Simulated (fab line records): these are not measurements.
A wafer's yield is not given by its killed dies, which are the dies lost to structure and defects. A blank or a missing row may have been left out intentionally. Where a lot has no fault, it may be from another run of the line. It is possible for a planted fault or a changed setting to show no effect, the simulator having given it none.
Code-filled problem report in 8D (eight disciplines) form	flow sky130	the parts of the form that need people (team, actions taken, sign-off) are left out

1. THE PROBLEM
Mean of killed_at_M0_to_M3 at SKY_PAD_OPEN_PROBE_99: 110 across 2 wafers in 2 lots; on wafers with no fault it is 43 (standard deviation 6.8). Relative to the usual mean, that is a shift of +9.8 standard deviations.
The first sign was on wafer L710.5 at day 46 07:49, on prober-01. At this step, 9 wafers from 3 lots have a number in the record. Rule for "out" (also "out of limits"): further than 4 standard deviations from the usual mean. Any other wafer with a number is counted as sound.

2. WHAT IT IS, AND WHAT IT ISN'T
question	is	is not
which readings at this step	killed_at_M0_to_M3, defect_limited_yield, killed_dies, sort_bin_3_pad_short, sort_bin_5_function, sort_n_pass, sort_yield_pct	killed_at_M4_up, killed_at_contacts, killed_at_other, killed_open, sort_bin_6_memory
which lots	L710, L713	L711
which wafers of those lots	L710.5, L713.3	L710.1, L710.4, L713.1, L713.4
read on which tools	prober-01, prober-02	-
when	from day 46 07:49	up to then (2 sound wafers); but 5 sound wafers of L711, L713 came after

3. SUSPECTS, AND WHAT RULES EACH OUT
Counting: a tool at a process step up to the reading stays a suspect if it ran every lot that is out. Sound lots after the first of them don't rule it out here, since some wafers of a struck lot are sound.
- pvd_sputter-04 at SKY_METAL2_SPUTTER_01 (material TiN, target thk 20 nm, time 16.7 s): kept. It ran every lot that is out, first L710 (day 34 17:10).
- cmp-01 at SKY_VIA3_CMP_24 (polishes, stops on SiO2, t overpolish 20 s, target thk 0 nm): kept. It ran every lot that is out, first L710 (day 40 08:50).
What counting leaves: pvd_sputter-04 at SKY_METAL2_SPUTTER_01 and cmp-01 at SKY_VIA3_CMP_24.

4. THE CAUSE (what the simulator had put in)
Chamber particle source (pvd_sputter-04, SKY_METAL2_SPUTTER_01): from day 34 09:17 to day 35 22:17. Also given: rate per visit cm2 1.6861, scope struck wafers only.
After counting, 2 suspects remain, this tool included.

5. SEQUENCE OF EFFECTS, ordered by route
One row per reading whose mean, taken over the struck wafers that have a number, lies over 3 standard deviations from the usual. Only readings whose record carries a usual standard deviation are examined. hours: median over the lots of the time between each lot's start at the first step of this table that gives one and its start at this step. sigmas: the change, counted in usual standard deviations.
hours	step	reading	usual	on struck wafers	change	sigmas
0	SKY_PAD_OPEN_PROBE_99	defect_limited_yield	82.3 %	70.5	-11.8	-5.9
0	SKY_PAD_OPEN_PROBE_99	killed_at_M0_to_M3	43	110	+66	+9.8
0	SKY_PAD_OPEN_PROBE_99	killed_dies	87	146	+58	+5.8
0	SKY_PAD_OPEN_PROBE_99	sort_bin_3_pad_short	0.9 %	4.3	+3.4	+8.5
0	SKY_PAD_OPEN_PROBE_99	sort_bin_5_function	10.5 %	19.6	+9.1	+6.1
0	SKY_PAD_OPEN_PROBE_99	sort_n_pass	405	346	-58	-5.8
0	SKY_PAD_OPEN_PROBE_99	sort_yield_pct	82.3 %	70.5	-11.8	-5.9
The process steps in it:
- SKY_PAD_OPEN_PROBE_99

6. WHAT WOULD HAVE CAUGHT IT SOONER
In this record the first reading out of limits was taken at day 46 07:49, 287 hours after the fault began at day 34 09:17.
An alarm limit of 4 standard deviations would not have fired on the tool readings at SKY_METAL2_SPUTTER_01 for which the record gives a usual standard deviation, since none of them was out on any struck wafer.
The start of SKY_METAL2_SPUTTER_01 on pvd_sputter-04 came by day 46 07:49 for every one of the lots that are out (2). Tool hold at that time: it would have spared none of them.
